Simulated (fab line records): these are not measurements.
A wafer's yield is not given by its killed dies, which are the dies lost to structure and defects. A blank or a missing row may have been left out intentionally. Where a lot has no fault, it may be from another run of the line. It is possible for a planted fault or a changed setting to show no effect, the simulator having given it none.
Which of the tools did it? + flow sfq_line + 42 wafers from 14 lots sampled at 2 of the route's 325 steps

## WHAT THE GAUGES READ, wafer by wafer
SFQ_M4_OVL_MEAS_926. Usual: for M4_OVL the level is 1 nm and the standard deviation is 6.8.
| lot  | measured     | on         | M4_OVL (nm) | flag |
|------|--------------|------------|-------------|------|
| L680 | day 56 08:31 | overlay-01 | 4 0 1       |      |
| L681 | day 56 16:49 | overlay-02 | 8 -6 1      |      |
| L682 | day 57 00:01 | overlay-02 | 3 5 -8      |      |
| L683 | day 57 06:01 | overlay-01 | -2 5 1      |      |
| L684 | day 57 21:37 | overlay-02 | -7 -3 -9    |      |
| L685 | day 58 06:01 | overlay-01 | -13 -13 -5  |      |
| L686 | day 58 08:25 | overlay-01 | 3 1 -6      |      |
| L687 | day 58 13:13 | overlay-02 | 18 9 8      |      |
| L688 | day 58 22:49 | overlay-01 | -8 -6 1     |      |
| L694 | day 61 07:00 | overlay-01 | 8 8 -2      |      |
| L695 | day 61 12:59 | overlay-02 | 1 6 4       |      |
| L698 | day 62 07:00 | overlay-01 | -8 1 -8     |      |
| L700 | day 62 16:36 | overlay-01 | 7 -1 -1     |      |
| L702 | day 63 04:35 | overlay-01 | 1 7 9       |      |

## EACH LOT AND THE TOOL THAT RAN IT (in order: tool; ch and the chambers of the sampled wafers; start)
| lot  | SFQ_TRILAYER_I2_DEP_PECVD_063   |
|------|---------------------------------|
| L680 | pecvd-03 ch 0,1,2, day 32 07:43 |
| L681 | pecvd-04 ch 1,2, day 32 11:16   |
| L682 | pecvd-03 ch 0,1,2, day 32 14:52 |
| L683 | pecvd-04 ch 0,2, day 32 17:16   |
| L684 | pecvd-04 ch 0,1,2, day 33 22:05 |
| L685 | pecvd-04 ch 0,1,2, day 34 09:00 |
| L686 | pecvd-02 ch 0,1, day 34 11:24   |
| L687 | pecvd-04 ch 0,2, day 34 23:31   |
| L688 | pecvd-03 ch 0,2, day 35 10:30   |
| L694 | pecvd-02 ch 1,2, day 38 04:09   |
| L695 | pecvd-03 ch 1,2, day 38 10:09   |
| L698 | pecvd-02 ch 0,1, day 40 08:10   |
| L700 | pecvd-04 ch 1,2, day 45 17:03   |
| L702 | pecvd-03 ch 0,2, day 46 09:51   |
- SFQ_TRILAYER_I2_DEP_PECVD_063: deposits SiO2 from SiH4/N2O, time 111.11 s, target thk 500 nm.

## WHAT THE TOOLS THEMSELVES READ (means of the sampled wafers that have a number; where no wafer has one, the mark that the record gives instead)
SFQ_TRILAYER_I2_DEP_PECVD_063. Usual: heater_power_outer_w 28 W, standard deviation 6.9; heater_power_w 79 W, standard deviation 14; rf_fwd_power_W 182.1 W, standard deviation 0.58; throttle_valve_pct 24.0 %, standard deviation 0.9.
| lot  | tool     | heater_power_outer_w (W) | heater_power_w (W) | rf_fwd_power_W (W) | throttle_valve_pct (%) | flag |
|------|----------|--------------------------|--------------------|--------------------|------------------------|------|
| L680 | pecvd-03 | 31                       | 88                 | 181.8              | 24.8                   |      |
| L681 | pecvd-04 | 23                       | 73                 | 181.6              | 23.0                   |      |
| L682 | pecvd-03 | 31                       | 89                 | 182.1              | 24.7                   |      |
| L683 | pecvd-04 | 21                       | 64                 | 182.3              | 23.7                   |      |
| L684 | pecvd-04 | 22                       | 70                 | 181.7              | 23.4                   |      |
| L685 | pecvd-04 | 24                       | 72                 | 181.8              | 23.5                   |      |
| L686 | pecvd-02 | 27                       | 69                 | 182.5              | 24.1                   |      |
| L687 | pecvd-04 | 22                       | 64                 | 181.9              | 24.0                   |      |
| L688 | pecvd-03 | 29                       | 87                 | 182.1              | 25.1                   |      |
| L694 | pecvd-02 | 23                       | 64                 | 182.1              | 23.6                   |      |
| L695 | pecvd-03 | 32                       | 88                 | 182.0              | 25.1                   |      |
| L698 | pecvd-02 | 25                       | 68                 | 182.3              | 24.4                   |      |
| L700 | pecvd-04 | 25                       | 75                 | 181.6              | 23.8                   |      |
| L702 | pecvd-03 | 44                       | 110                | 182.0              | 23.2                   |      |

## THE ANSWER, worked out from the rows above alone
Rule: take the mean of a lot's wafers that have a number; if it is more than 3 standard deviations from the usual mean, the lot is off. A lot without any number at a reading at which 4 lots or more have one is off too. Any other lot the step has rows for is counted as sound. The gauges are gone through in route order, then the tools' own readings, and for those a lot's mean is taken as printed above. The first step at which some lot is off is used, and at that step the reading that is off furthest; a lot without a number counts as furthest.
Nothing can be told from this: no lot is off at any reading shown.

## WHAT THE SIMULATOR HAD PUT IN
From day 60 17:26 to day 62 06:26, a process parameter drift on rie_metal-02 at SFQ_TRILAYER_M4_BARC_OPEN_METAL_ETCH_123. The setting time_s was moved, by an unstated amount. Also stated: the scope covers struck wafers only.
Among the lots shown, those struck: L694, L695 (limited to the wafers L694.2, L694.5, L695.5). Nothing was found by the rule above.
